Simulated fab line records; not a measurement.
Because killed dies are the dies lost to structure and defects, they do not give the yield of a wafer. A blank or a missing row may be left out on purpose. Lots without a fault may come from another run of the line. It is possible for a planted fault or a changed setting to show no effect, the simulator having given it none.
Which tool was responsible? | flow sky130 | Sampling: 13 lots, 39 wafers, 5 of 708 route steps

== WHAT THE GAUGES READ, wafer by wafer ==
SKY_LDD_N_OVL_MEAS_07.
lot  | measured     | on         | LDD_N_OVL (nm)
L429 | day 19 04:03 | overlay-01 | -3.0 -2.6 -2.1
L432 | day 19 04:57 | overlay-02 | -1.7 0.1 -2.3
L431 | day 19 06:21 | overlay-01 | -2.0 -3.0 -2.2
L434 | day 19 06:38 | overlay-02 | 1.4 -0.7 0.1
L433 | day 19 08:15 | overlay-01 | -0.3 -2.7 -1.4
L437 | day 20 20:09 | overlay-01 | -1.8 -1.0 -0.7
L439 | day 21 15:57 | overlay-02 | 0.7 0.9 -1.7
L442 | day 22 10:02 | overlay-02 | 2.1 0.6 -0.9
L445 | day 23 21:26 | overlay-02 | -1.0 -1.2 -1.3
L446 | day 23 22:41 | overlay-02 | -1.9 0.2 -1.4
L447 | day 24 13:35 | overlay-01 | 0.7 -0.3 0.9
L448 | day 24 15:50 | overlay-01 | -1.1 -0.1 0.5
L450 | day 25 10:08 | overlay-02 | -0.2 -1.5 -1.7

SKY_LDD_HVN_OVL_MEAS_07.
lot  | measured     | on         | LDD_HVN_OVL (nm)
L429 | day 21 17:48 | overlay-02 | -1.0 -0.3 1.3
L432 | day 21 20:29 | overlay-02 | 0.7 1.1 -1.1
L431 | day 21 21:36 | overlay-01 | -1.4 -1.2 -2.9
L434 | day 21 21:53 | overlay-02 | -87.1 -85.4 -88.2
L433 | day 21 22:12 | overlay-01 | -88.3 -88.5 -85.4
L437 | day 23 09:24 | overlay-01 | -87.4 -87.0 -85.9
L439 | day 24 05:57 | overlay-02 | -2.1 -1.1 -1.3
L442 | day 24 22:38 | overlay-01 | -1.2 -1.5 0.1
L445 | day 26 10:33 | overlay-01 | -2.8 -0.6 -1.7
L446 | day 26 11:32 | overlay-01 | -1.7 -1.2 -2.3
L447 | day 27 02:56 | overlay-02 | -3.8 -2.8 -2.8
L448 | day 27 03:35 | overlay-01 | -1.6 -1.7 -2.6
L450 | day 27 20:56 | overlay-01 | -0.4 -0.4 -3.4

SKY_LDD_LDN_OVL_MEAS_07.
lot  | measured     | on         | LDD_LDN_OVL (nm)
L429 | day 24 06:03 | overlay-01 | 1.6 2.1 1.5
L432 | day 24 09:26 | overlay-02 | -2.3 0.2 -0.3
L431 | day 24 09:45 | overlay-02 | 0.7 1.2 1.1
L434 | day 24 11:08 | overlay-01 | -1.5 1.5 -0.6
L433 | day 24 11:24 | overlay-02 | 1.3 2.4 -0.3
L437 | day 25 20:59 | overlay-02 | 0.3 -1.4 0.9
L439 | day 26 16:45 | overlay-01 | -2.7 -2.2 -2.6
L442 | day 27 08:32 | overlay-01 | 1.1 1.1 -1.2
L445 | day 28 18:44 | overlay-01 | -0.3 1.0 1.1
L446 | day 28 20:26 | overlay-02 | 0.1 0.5 -1.0
L447 | day 29 11:44 | overlay-01 | 0.7 1.4 0.9
L448 | day 29 12:08 | overlay-01 | -1.1 -2.0 -1.6
L450 | day 30 04:44 | overlay-01 | -2.9 -2.3 -3.0

== EACH LOT AND THE TOOL THAT RAN IT (in order: tool; ch and the chambers of the sampled wafers; start) ==
lot  | SKY_LDD_P_STRIP_10                   | SKY_LDD_HVN_EXPOSE_04
L429 | plasma-asher-02 ch 0,1, day 20 11:57 | iline-stepper-01 ch 0, day 21 02:46
L432 | plasma-asher-02 ch 0,1, day 20 13:40 | iline-stepper-01 ch 0, day 21 05:34
L431 | plasma-asher-01 ch 0,1, day 20 15:03 | iline-stepper-02 ch 0, day 21 06:47
L434 | plasma-asher-03 ch 0,1, day 20 15:04 | iline-stepper-01 ch 0, day 21 07:01
L433 | plasma-asher-01 ch 0,1, day 20 16:18 | iline-stepper-01 ch 0, day 21 07:34
L437 | plasma-asher-02 ch 0,1, day 22 04:00 | iline-stepper-01 ch 0, day 22 19:28
L439 | plasma-asher-02 ch 1, day 22 23:39   | iline-stepper-02 ch 0, day 23 14:45
L442 | plasma-asher-03 ch 0,1, day 23 17:51 | iline-stepper-02 ch 0, day 24 08:31
L445 | plasma-asher-03 ch 0,1, day 25 04:42 | iline-stepper-02 ch 0, day 25 19:11
L446 | plasma-asher-02 ch 0,1, day 25 06:15 | iline-stepper-02 ch 0, day 25 20:23
L447 | plasma-asher-01 ch 0,1, day 25 21:18 | iline-stepper-02 ch 0, day 26 13:05
L448 | plasma-asher-03 ch 0,1, day 25 22:26 | iline-stepper-02 ch 0, day 26 13:46
L450 | plasma-asher-02 ch 0,1, day 26 16:46 | iline-stepper-02 ch 0, day 27 06:19
- SKY_LDD_P_STRIP_10: strips in O2/N2.
- SKY_LDD_HVN_EXPOSE_04: exposes mask HVNTM, target cd 700 nm.

== AS READ BY THE TOOLS THEMSELVES (means over the sampled wafers that have a number; for cases with no such wafer, the mark the record gives instead) ==
SKY_LDD_P_STRIP_10.
lot  | tool            | drypump-motor-current-A (A) | n2-flow-sccm (sccm) | oes-product-au (a.u.) | strip-time-to-endpoint-s (s)
L429 | plasma-asher-02 | 6.3                         | 299.9               | 0.716                 | 14.22
L432 | plasma-asher-02 | 6.3                         | 299.5               | 0.717                 | 14.16
L431 | plasma-asher-01 | 5.8                         | 299.6               | 0.713                 | 14.17
L434 | plasma-asher-03 | 5.5                         | 299.5               | 0.716                 | 14.23
L433 | plasma-asher-01 | 5.9                         | 299.8               | 0.718                 | 14.12
L437 | plasma-asher-02 | 6.3                         | 300.0               | 0.719                 | 14.25
L439 | plasma-asher-02 | 6.8                         | 301.1               | 0.716                 | 14.24
L442 | plasma-asher-03 | 5.5                         | 300.0               | 0.717                 | 14.10
L445 | plasma-asher-03 | 5.5                         | 301.1               | 0.714                 | 14.09
L446 | plasma-asher-02 | 6.3                         | 299.4               | 0.714                 | 14.24
L447 | plasma-asher-01 | 5.9                         | 300.4               | 0.723                 | 14.22
L448 | plasma-asher-03 | 5.5                         | 300.4               | 0.719                 | 14.17
L450 | plasma-asher-02 | 6.3                         | 300.6               | 0.713                 | 14.15

SKY_LDD_HVN_EXPOSE_04.
lot  | tool             | stage-vel-mm-s (mm/s)
L429 | iline-stepper-01 | 499.84
L432 | iline-stepper-01 | 500.27
L431 | iline-stepper-02 | 500.03
L434 | iline-stepper-01 | 500.17
L433 | iline-stepper-01 | 500.14
L437 | iline-stepper-01 | 499.92
L439 | iline-stepper-02 | 499.99
L442 | iline-stepper-02 | 499.99
L445 | iline-stepper-02 | 499.86
L446 | iline-stepper-02 | 499.88
L447 | iline-stepper-02 | 500.07
L448 | iline-stepper-02 | 500.23
L450 | iline-stepper-02 | 499.84

== THE ANSWER, worked out from the rows above alone ==
Rule: the lots themselves supply what counts as usual. Put in order of their means at a reading, lots are off if they are a third of the lots or fewer, leave a main group of 4 or more, and stand apart from it by a gap of 3 or more times the standard deviation of the main group's means; of several such gaps the widest counts. If all means in a main group match to the digits the tables above print for the reading, that group is not used. Also off: a lot with no number at a reading for which 4 or more lots have one. Where the step has rows for the other lots, those lots are counted as sound. Order of review: gauges by route order, followed by the tools' own readings, for which a lot's mean as printed above is used. At the first step where some lot is off, the reading lying furthest off is the one used; lots without a number count as furthest.
Off: at SKY_LDD_HVN_OVL_MEAS_07 (LDD_HVN_OVL), L434, L433, L437. The main group: mean -1.4 nm, standard deviation 0.93.
A tool fits if, at a process step before that reading, it ran every lot that is off, and no sound lot after the first of them. Gauges at SKY_LDD_HVN_OVL_MEAS_07: tried the same way as those tools. One candidate fits, namely iline-stepper-01 at SKY_LDD_HVN_EXPOSE_04. A fault onset in the window from L432 (day 21 05:34, its last sound lot) to L434 (day 21 07:01, its first lot off) fits.

== WHAT THE SIMULATOR HAD PUT IN ==
Scanner matching overlay: iline-stepper-01, from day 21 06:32 on, at SKY_LDD_HVN_EXPOSE_04. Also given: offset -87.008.
Struck lots among those shown: L434, L433, L437. Same finding as the rule above.
